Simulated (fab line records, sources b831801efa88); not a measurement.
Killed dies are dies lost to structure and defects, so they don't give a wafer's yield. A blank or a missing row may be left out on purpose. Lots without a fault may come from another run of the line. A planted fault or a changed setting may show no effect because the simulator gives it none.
Which tool did it? | flow sky130 | 12 lots, 36 wafers sampled, at 2 steps of a route of 708

WHAT THE GAUGES READ, wafer by wafer
SKY_FIELD_ISO_THK_MEAS_04.
lot  | measured    | on            | FIELD_ISO_CVD_03_THK (nm)
L353 | day 1 14:03 | film_metro-02 | 164.8 164.5 164.1
L354 | day 1 18:29 | film_metro-02 | 164.8 165.1 167.0
L357 | day 2 09:48 | film_metro-01 | 163.0 164.3 163.5
L358 | day 2 18:15 | film_metro-02 | 165.3 165.2 164.5
L360 | day 3 01:41 | film_metro-02 | 165.8 166.2 165.4
L361 | day 3 06:44 | film_metro-02 | 166.9 166.2 166.8
L363 | day 3 15:29 | film_metro-02 | 167.7 166.6 166.6
L367 | day 4 12:40 | film_metro-02 | 164.2 164.4 164.3
L370 | day 5 05:17 | film_metro-02 | 166.8 167.3 167.5
L371 | day 5 08:19 | film_metro-01 | 168.4 168.0 166.9
L372 | day 5 13:31 | film_metro-02 | 163.9 164.8 163.4
L375 | day 6 04:23 | film_metro-04 | 165.2 164.4 165.6

SKY_FIELD_ISO_CD_MEAS_13: target cd 150 nm.
lot  | measured    | on        | cd_nm (nm)
L353 | day 2 04:32 | cd_sem-01 | 148.4 147.6 148.4
L354 | day 2 10:05 | cd_sem-02 | 152.4 151.4 151.4
L357 | day 3 00:32 | cd_sem-01 | 152.0 151.0 151.8
L358 | day 3 08:20 | cd_sem-02 | 147.6 149.7 148.0
L360 | day 3 17:41 | cd_sem-01 | 151.2 150.6 149.7
L361 | day 3 22:27 | cd_sem-02 | 148.7 148.6 148.9
L363 | day 4 08:02 | cd_sem-02 | 152.0 152.7 151.9
L367 | day 5 06:26 | cd_sem-02 | 150.7 148.8 150.9
L370 | day 5 23:11 | cd_sem-02 | 149.5 150.0 149.3
L371 | day 6 03:37 | cd_sem-02 | 150.2 150.7 148.9
L372 | day 6 08:19 | cd_sem-01 | 150.5 149.5 148.3
L375 | day 6 23:44 | cd_sem-02 | 149.3 148.2 148.5

WHICH TOOL RAN EACH LOT (tool, then ch and the chambers of the sampled wafers, then the start)
The record holds no process step before these readings.

WHAT THE TOOLS THEMSELVES READ (means of the sampled wafers that have a number; where no wafer has one, the mark that the record gives instead)
The record holds no such reading with a usual standard deviation.

THE ANSWER, worked out from the rows above alone
Rule: what is usual is taken from the lots themselves. Put in order of their means at a reading, lots are off if they are a third of the lots or fewer, leave a main group of 4 or more, and stand apart from it by a gap of 3 or more times the standard deviation of the main group's means; of several such gaps the widest counts. A main group whose means are all the same, to the digits that the tables above print for the reading, isn't used. A lot without any number at a reading at which 4 lots or more have one is off too. The other lots that the step has rows for count as sound. The gauges are gone through in route order, then the tools' own readings, and for those a lot's mean is taken as printed above. The first step at which some lot is off is used, and at that step the reading that is off furthest; a lot without a number counts as furthest.
No lot is off at any reading shown: from this, nothing can be told.

WHAT THE SIMULATOR HAD PUT IN
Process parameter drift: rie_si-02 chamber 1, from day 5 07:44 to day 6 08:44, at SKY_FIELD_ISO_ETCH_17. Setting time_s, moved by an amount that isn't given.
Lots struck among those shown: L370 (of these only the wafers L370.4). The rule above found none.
